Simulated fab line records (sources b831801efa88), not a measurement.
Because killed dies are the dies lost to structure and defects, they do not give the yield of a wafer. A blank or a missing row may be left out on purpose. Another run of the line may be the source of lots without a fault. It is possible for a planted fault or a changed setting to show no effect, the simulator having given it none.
A lot that was struck, set against a sound lot / flow gf180mcu / 43 out of 602 route steps
Sound: these wafers, L417.1, L417.2, L417.4. Struck: wafers L431.1, L431.2, L431.3. The cause is named last.
For every step that has rows: the tool of each side, followed by ch and its chambers, followed by its first start. Under that, the readings that differ: sound wafers / struck wafers / difference of the means / sigmas: that difference in standard deviations of wafers without a fault.
alike: words and numbers the same on both sides, and readings whose means are apart by under 2 such deviations; not compared: readings that were withheld, readings missing a value for some wafer, numbers with overlapping values and no deviation given by the record, and bounds like >300 which may hide the same value.
Wherever a step has rows on one side only, a row that says differs or no value, or a row with sigmas, the two part there. When numbers do not overlap yet have no deviation, they are printed without sigmas and do not part them. A reading that every wafer of one side lacks parts them only if that side has two wafers or more.

first, 1 step without rows for these wafers: GF_LVPWELL_IMPLANT_09.
GF_LVPWELL_STRIP_10: strips in O2/N2.
  sound on plasmaAsher-04 ch 0,1, day 5 01:37; struck on plasmaAsher-01 ch 0,1, day 8 07:55
  alike: drypumpMotorCurrentA, heaterPowerW, oesProductAu, stripTimeToEndpointS
  not compared: rfHoursCounterH
GF_LVPWELL_TW_MEAS_11:
  sound on filmMetro-01, day 5 01:43; struck on filmMetro-01, day 8 08:01
  alike: LVPWELL_TW
then, 7 steps without rows for these wafers: GF_MVSD_DEHYDRATE_00 (time 60 s); GF_MVSD_HMDS_01 (prime time 60 s); GF_MVSD_COAT_02 (resist thk 3000 nm); GF_MVSD_SOFTBAKE_03; GF_MVSD_EXPOSE_04 (exposes mask MVSD, target cd 1000 nm); GF_MVSD_PEB_05; GF_MVSD_DEVELOP_06 (develop time 60 s).
GF_MVSD_OVL_MEAS_07:
  sound on overlay-01, day 5 15:50; struck on overlay-01, day 9 00:05
  alike: MVSD_OVL
then, 1 step without rows for these wafers: GF_MVSD_IMPLANT_08.
GF_MVSD_IMPLANT_09:
  sound on implanter-04 ch 0, day 5 16:01; struck on implanter-02, day 9 00:16
  no value came back on the struck wafers for beamEnergyKeV, beamOnS (s); on the sound wafers beamEnergyKeV reads 100.04 99.98 99.98
GF_MVSD_STRIP_10: strips in O2/N2.
  sound on plasmaAsher-03 ch 0,1, day 5 16:10; struck on plasmaAsher-04 ch 0,1, day 9 00:25
  alike: drypumpMotorCurrentA, heaterPowerW, oesProductAu, stripTimeToEndpointS
  not compared: rfHoursCounterH
GF_MVSD_TW_MEAS_11:
  sound on filmMetro-03, day 5 16:16; struck on filmMetro-03, day 9 00:31
reading=MVSD_TW; sound=1558 1564 1569; struck=1506 1502 1509; difference=-58; sigmas=-6
then, 7 steps without rows for these wafers: GF_MVPSD_DEHYDRATE_00 (time 60 s); GF_MVPSD_HMDS_01 (prime time 60 s); GF_MVPSD_COAT_02 (resist thk 3000 nm); GF_MVPSD_SOFTBAKE_03; GF_MVPSD_EXPOSE_04 (exposes mask MVPSD, target cd 1000 nm); GF_MVPSD_PEB_05; GF_MVPSD_DEVELOP_06 (develop time 60 s).
GF_MVPSD_OVL_MEAS_07:
  sound on overlay-02, day 6 06:38; struck on overlay-02, day 9 17:59
  alike: MVPSD_OVL
then, 2 steps without rows for these wafers: GF_MVPSD_IMPLANT_08; GF_MVPSD_IMPLANT_09.
GF_MVPSD_STRIP_10: strips in O2/N2.
  sound on plasmaAsher-02 ch 0,1, day 6 06:59; struck on plasmaAsher-04 ch 0,1, day 9 18:19
  alike: drypumpMotorCurrentA, heaterPowerW, oesProductAu, stripTimeToEndpointS
  not compared: rfHoursCounterH
GF_MVPSD_TW_MEAS_11:
  sound on filmMetro-03, day 6 07:05; struck on filmMetro-01, day 9 18:25
  alike: MVPSD_TW
then, 7 steps without rows for these wafers: GF_VT_IMPLANT_DEHYDRATE_00 (time 60 s); GF_VT_IMPLANT_HMDS_01 (prime time 60 s); GF_VT_IMPLANT_COAT_02 (resist thk 1000 nm); GF_VT_IMPLANT_SOFTBAKE_03 (time 60 s); GF_VT_IMPLANT_EXPOSE_04 (exposes mask LVPWELL LV AREA, target cd 600 nm); GF_VT_IMPLANT_PEB_05; GF_VT_IMPLANT_DEVELOP_06 (develop time 60 s).
GF_VT_IMPLANT_OVL_MEAS_07:
  sound on overlay-01, day 6 21:57; struck on overlay-02, day 10 12:14
  alike: VT_IMPLANT_OVL
then, 1 step without rows for these wafers: GF_VT_IMPLANT_IMPLANT_08.
GF_VT_IMPLANT_STRIP_09: strips in O2/N2.
  sound on plasmaAsher-01 ch 0,1, day 6 22:08; struck on plasmaAsher-02 ch 0,1, day 10 12:25
  alike: drypumpMotorCurrentA, heaterPowerW, oesProductAu, stripTimeToEndpointS
  not compared: rfHoursCounterH
GF_VT_IMPLANT_TW_MEAS_10:
  sound on filmMetro-02, day 6 22:14; struck on filmMetro-03, day 10 12:31
  alike: VT_IMPLANT_TW
then, 4 steps without rows for these wafers: GF_VT_IMPLANT_DEHYDRATE_11 (time 60 s); GF_VT_IMPLANT_HMDS_12 (prime time 60 s); GF_VT_IMPLANT_COAT_13 (resist thk 1000 nm); GF_VT_IMPLANT_SOFTBAKE_14 (time 60 s).
-- the record jumps here: 2 days lie between the struck wafers' starts before and after --
GF_VT_IMPLANT_RS_MEAS_46: measurement is done with a four-point probe.
  sound on filmMetro-01, day 8 23:38; struck on filmMetro-03, day 12 21:23
reading=MVSD_RS (ohm/sq); sound=455.3 457.0 455.0; struck=- - -; difference=no value on the struck wafers; sigmas=

WHERE THEY PART
First at GF_MVSD_IMPLANT_09; last, within this record, at GF_VT_IMPLANT_RS_MEAS_46.

WHY: the cause the simulator had injected
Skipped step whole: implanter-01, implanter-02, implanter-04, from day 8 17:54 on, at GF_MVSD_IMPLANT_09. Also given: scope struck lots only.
